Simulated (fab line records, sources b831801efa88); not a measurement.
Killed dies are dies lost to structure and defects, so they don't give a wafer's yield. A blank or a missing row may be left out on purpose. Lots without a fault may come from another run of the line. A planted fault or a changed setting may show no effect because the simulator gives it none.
Which tool did it? | flow gf180mcu | 14 lots, 42 wafers sampled, at 4 steps of a route of 602

WHAT THE GAUGES READ, wafer by wafer
GF_V5_BOW_MEAS_05. Usual: V5_BOW 135 um, standard deviation 9.2.
lot  | measured     | on            | V5_BOW (um) | flag
L613 | day 26 23:04 | film_metro-02 | 150 150 147 |
L614 | day 27 06:34 | film_metro-01 | 134 134 135 |
L615 | day 27 12:51 | film_metro-02 | 123 126 136 |
L618 | day 28 20:48 | film_metro-02 | 140 131 131 |
L619 | day 28 22:18 | film_metro-02 | 139 137 136 |
L621 | day 29 04:36 | film_metro-02 | 134 132 123 |
L622 | day 29 17:56 | film_metro-03 | 125 141 132 |
L623 | day 29 18:26 | film_metro-01 | 138 135 132 |
L625 | day 30 14:43 | film_metro-02 | 145 131 134 |
L631 | day 32 02:37 | film_metro-01 | 146 134 145 |
L632 | day 32 06:16 | film_metro-02 | 128 132 129 |
L633 | day 32 11:37 | film_metro-03 | 153 149 140 |
L634 | day 32 22:42 | film_metro-03 | 142 151 139 |
L635 | day 32 20:44 | film_metro-01 | 127 128 140 |

GF_PASSIVATION_THK_MEAS_03. Usual: PASSIVATION_CVD_02_THK 700 nm, standard deviation 7.8.
lot  | measured     | on            | PASSIVATION_CVD_02_THK (nm) | flag
L613 | day 28 18:16 | film_metro-04 | 687 690 700                 |
L614 | day 28 22:56 | film_metro-02 | 694 703 700                 |
L615 | day 29 10:41 | film_metro-02 | 698 708 707                 |
L618 | day 30 12:10 | film_metro-04 | 697 704 720                 |
L619 | day 30 14:50 | film_metro-01 | 706 703 710                 |
L621 | day 30 21:28 | film_metro-02 | 693 706 707                 |
L622 | day 31 09:36 | film_metro-01 | 691 691 709                 |
L623 | day 31 11:03 | film_metro-01 | 689 693 697                 |
L625 | day 32 04:05 | film_metro-02 | 693 697 699                 |
L631 | day 33 14:38 | film_metro-04 | 683 685 693                 |
L632 | day 33 17:25 | film_metro-01 | 686 691 695                 |
L633 | day 33 22:25 | film_metro-01 | 690 690 694                 |
L634 | day 34 09:02 | film_metro-01 | 683 696 707                 |
L635 | day 34 06:31 | film_metro-04 | 696 697 719                 |

WHICH TOOL RAN EACH LOT (tool, then ch and the chambers of the sampled wafers, then the start)
lot  | GF_M2_SPUTTER_02             | GF_TOP_METAL_SPUTTER_00
L613 | pvd_sputter-04, day 18 20:04 | pvd_sputter-04, day 27 21:07
L614 | pvd_sputter-04, day 19 06:08 | pvd_sputter-02, day 28 03:55
L615 | pvd_sputter-04, day 19 12:38 | pvd_sputter-04, day 28 17:30
L618 | pvd_sputter-02, day 21 00:04 | pvd_sputter-01, day 29 16:16
L619 | pvd_sputter-04, day 21 04:59 | pvd_sputter-04, day 29 18:31
L621 | pvd_sputter-04, day 21 16:37 | pvd_sputter-02, day 30 01:37
L622 | pvd_sputter-04, day 22 08:17 | pvd_sputter-01, day 30 14:26
L623 | pvd_sputter-04, day 22 10:29 | pvd_sputter-02, day 30 15:01
L625 | pvd_sputter-04, day 23 04:26 | pvd_sputter-02, day 31 09:30
L631 | pvd_sputter-01, day 25 00:29 | pvd_sputter-04, day 32 21:05
L632 | pvd_sputter-02, day 25 08:47 | pvd_sputter-01, day 32 23:59
L633 | pvd_sputter-01, day 25 12:58 | pvd_sputter-02, day 33 05:18
L634 | pvd_sputter-01, day 26 01:55 | pvd_sputter-04, day 33 16:10
L635 | pvd_sputter-04, day 26 02:33 | pvd_sputter-02, day 33 14:38
- GF_M2_SPUTTER_02: material AlCu, target thk 450 nm, time 23.9 s.
- GF_TOP_METAL_SPUTTER_00: material Ti, target thk 37.5 nm, time 150 s.

WHAT THE TOOLS THEMSELVES READ (means of the sampled wafers that have a number; where no wafer has one, the mark that the record gives instead)
GF_M2_SPUTTER_02. Usual: throttle_valve_pct 30.3 %, standard deviation 0.72.
lot  | tool           | throttle_valve_pct (%) | flag
L613 | pvd_sputter-04 | 30.4                   |
L614 | pvd_sputter-04 | 30.7                   |
L615 | pvd_sputter-04 | 30.4                   |
L618 | pvd_sputter-02 | 29.3                   |
L619 | pvd_sputter-04 | 30.4                   |
L621 | pvd_sputter-04 | 30.6                   |
L622 | pvd_sputter-04 | 30.7                   |
L623 | pvd_sputter-04 | 30.5                   |
L625 | pvd_sputter-04 | 30.6                   |
L631 | pvd_sputter-01 | 29.7                   |
L632 | pvd_sputter-02 | 29.8                   |
L633 | pvd_sputter-01 | 29.6                   |
L634 | pvd_sputter-01 | 29.7                   |
L635 | pvd_sputter-04 | 30.5                   |

GF_TOP_METAL_SPUTTER_00. Usual: throttle_valve_pct 30.0 %, standard deviation 0.84.
lot  | tool           | throttle_valve_pct (%) | flag
L613 | pvd_sputter-04 | 30.0                   |
L614 | pvd_sputter-02 | 29.2                   |
L615 | pvd_sputter-04 | 30.4                   |
L618 | pvd_sputter-01 | 29.6                   |
L619 | pvd_sputter-04 | 30.5                   |
L621 | pvd_sputter-02 | 29.1                   |
L622 | pvd_sputter-01 | 30.5                   |
L623 | pvd_sputter-02 | 29.7                   |
L625 | pvd_sputter-02 | 29.3                   |
L631 | pvd_sputter-04 | 30.3                   |
L632 | pvd_sputter-01 | 31.1                   |
L633 | pvd_sputter-02 | 29.4                   |
L634 | pvd_sputter-04 | 30.5                   |
L635 | pvd_sputter-02 | 29.6                   |

THE ANSWER, worked out from the rows above alone
Rule: a lot is off if the mean of its wafers that have a number lies more than 3 standard deviations from the usual mean. A lot without any number at a reading at which 4 lots or more have one is off too. The other lots that the step has rows for count as sound. The gauges are gone through in route order, then the tools' own readings, and for those a lot's mean is taken as printed above. The first step at which some lot is off is used, and at that step the reading that is off furthest; a lot without a number counts as furthest.
No lot is off at any reading shown: from this, nothing can be told.

WHAT THE SIMULATOR HAD PUT IN
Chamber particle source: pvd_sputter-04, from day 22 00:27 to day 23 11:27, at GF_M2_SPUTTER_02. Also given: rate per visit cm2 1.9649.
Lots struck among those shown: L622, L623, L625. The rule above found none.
